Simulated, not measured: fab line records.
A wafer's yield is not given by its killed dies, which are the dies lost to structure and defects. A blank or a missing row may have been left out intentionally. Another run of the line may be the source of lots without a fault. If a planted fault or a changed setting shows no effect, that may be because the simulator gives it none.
Which of the tools did it? ; flow gf180mcu ; 6 lots with 18 wafers sampled at 4 steps, on a route of 602 steps

## WHAT EACH GAUGE READ, for each wafer
GF_V1_OVL_MEAS_15.
lot;measured;on;V1_OVL (nm)
L872;day 18 08:04;overlay-02;-2 -1 -9
L876;day 20 02:31;overlay-02;6 1 1
L883;day 22 22:31;overlay-02;-5 -10 -9
L888;day 24 06:53;overlay-01;-9 1 3
L891;day 25 07:32;overlay-01;0 -4 -8
L893;day 26 00:35;overlay-01;6 -1 1

## TOOL THAT RAN EACH LOT (tool first, then ch and the chambers of the sampled wafers, then the start)
lot;GF_SALICIDE_RTA_06;GF_CONTACT_ETCH_16;GF_CONTACT_ETCH_17
L872;rtp-anneal-01 ch 0, day 15 08:45;rie-diel-04 ch 0,1,3, day 16 07:17;rie-diel-04 ch 0,1,3, day 18 08:04 or earlier
L876;rtp-anneal-02 ch 0, day 16 22:59;rie-diel-03 ch 0,1,2, day 17 23:04;rie-diel-03 ch 0,1,2, day 20 02:31 or earlier
L883;rtp-anneal-01 ch 0, day 19 18:49;rie-diel-02 ch 1,3, day 20 19:58;rie-diel-02 ch 1,3, day 22 22:31 or earlier
L888;rtp-anneal-01 ch 0, day 21 05:45;rie-diel-03 ch 2,3, day 22 06:25;rie-diel-03 ch 2,3, day 24 06:53 or earlier
L891;rtp-anneal-01 ch 0, day 22 07:58;rie-diel-03 ch 0,1,3, day 23 08:16;rie-diel-03 ch 0,1,3, day 25 07:32 or earlier
L893;rtp-anneal-01 ch 0, day 23 02:32;rie-diel-02 ch 0,2,3, day 24 02:47;rie-diel-02 ch 0,2,3, day 26 00:35 or earlier
- GF_SALICIDE_RTA_06: time 30 s.
- GF_CONTACT_ETCH_16: etches BARC in N2/H2.
- GF_CONTACT_ETCH_17: etches SiO2 in C4F8/O2/Ar, stops on CoSi2, target depth 860 nm.

## THE ANSWER, worked out from the rows above alone
Rule: the usual values come from the lots themselves. The widest of any qualifying gaps counts: lots, ordered by their means at a reading, are off when they make up no more than a third of the lots, leave a main group of 4 or more, and stand apart from it by 3 or more times the standard deviation of that group's means. A main group is skipped when, at the precision printed for the reading in the tables above, its means are all equal. Also off: a lot with no number at a reading for which 4 or more lots have one. All remaining lots with rows at the step are treated as sound.
Across all readings shown, no lot is off: no conclusion can be drawn from this.

## WHAT WAS PUT IN BY THE SIMULATOR
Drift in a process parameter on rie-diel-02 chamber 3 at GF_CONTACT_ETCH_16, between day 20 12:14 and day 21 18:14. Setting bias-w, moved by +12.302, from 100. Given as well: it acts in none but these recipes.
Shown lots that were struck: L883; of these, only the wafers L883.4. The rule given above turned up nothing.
